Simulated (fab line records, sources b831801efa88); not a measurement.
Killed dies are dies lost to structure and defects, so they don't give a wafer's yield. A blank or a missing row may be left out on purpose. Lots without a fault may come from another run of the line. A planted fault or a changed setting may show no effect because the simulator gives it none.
Chamber matching | flow sky130 | SKY_CONTACT_CMP_04 on cmp-01: 4 sister chambers
The step polishes SiO2. 18 wafers are shown with their chamber, then 9 later ones without.

WAFERS WITH THEIR CHAMBER
wafer  | chamber | motor_current_A (A) | time_to_endpoint_s (s) | slurry_filter_dp_kPa (kPa)
L879.2 | 2       | 11.0                | 85                     | 13.50
L879.3 | 1       | 10.9                | 88                     | 13.46
L879.6 | 3       | 11.9                | 87                     | 13.44
L882.2 | 3       | 11.8                | 83                     | 13.46
L882.3 | 2       | 10.7                | 78                     | 13.66
L882.5 | 3       | 11.6                | 82                     | 13.67
L883.3 | 0       | 13.3                | 80                     | 13.55
L883.4 | 1       | 10.7                | 85                     | 13.68
L883.6 | 2       | 11.3                | 82                     | 13.55
L884.1 | 3       | 11.5                | 83                     | 13.43
L884.4 | 1       | 11.1                | 82                     | 13.74
L884.5 | 2       | 11.0                | 78                     | 13.50
L889.1 | 3       | 12.2                | 83                     | 13.28
L889.5 | 2       | 10.9                | 79                     | 13.56
L889.6 | 3       | 11.6                | 83                     | 13.50
L890.1 | 1       | 10.9                | 87                     | 13.36
L890.2 | 2       | 11.2                | 84                     | 13.22
L890.6 | 3       | 11.8                | 87                     | 13.42

SIGNATURES (means of the wafers above)
reading              | chamber 0 | chamber 1 | chamber 2 | chamber 3 | scatter within a chamber
motor_current_A      | 13.300    | 10.900    | 11.017    | 11.771    | 0.214
time_to_endpoint_s   | 80.00     | 85.50     | 81.00     | 84.00     | 2.6
slurry_filter_dp_kPa | 13.5500   | 13.5600   | 13.4983   | 13.4571   | 0.143
Rule: a wafer's distance from a chamber is the root of the sum, over the readings, of the square of ((its reading less the chamber's mean) divided by the reading's scatter). The wafer belongs to the nearest chamber; if the next one is less than 2 further off, it can't be placed. The scatter: the root of (the sum of the squares of (reading less its chamber's mean) over the shown wafers, divided by (wafers less chambers)).

WAFERS WITHOUT THEIR CHAMBER
wafer  | motor_current_A (A) | time_to_endpoint_s (s) | slurry_filter_dp_kPa (kPa)
L891.1 | 10.6                | 75                     | 13.33
L891.5 | 11.5                | 79                     | 13.53
L891.6 | 11.2                | 74                     | 13.58
L895.1 | 10.8                | 88                     | 13.53
L895.2 | 13.0                | 83                     | 13.55
L895.4 | 11.0                | 84                     | 13.44
L901.1 | 11.0                | 77                     | 13.58
L901.3 | 10.7                | 78                     | 13.47
L901.5 | 11.3                | 78                     | 13.45

WHICH CHAMBER EACH WENT THROUGH
wafer  | from the rows above          | in truth
L891.1 | can't be placed: 2 or 1      | 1
L891.5 | can't be placed: 3 or 2 or 1 | 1
L891.6 | can't be placed: 2 or 1 or 3 | 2
L895.1 | can't be placed: 1 or 2      | 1
L895.2 | 0                            | 0
L895.4 | can't be placed: 1 or 2      | 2
L901.1 | can't be placed: 2 or 1      | 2
L901.3 | can't be placed: 2 or 1      | 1
L901.5 | can't be placed: 2 or 3 or 1 | 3
Placed correctly: 1 of 9. Can't be placed from these rows: 8 (the true chamber is among the candidates in 8). Placed wrongly: 0.
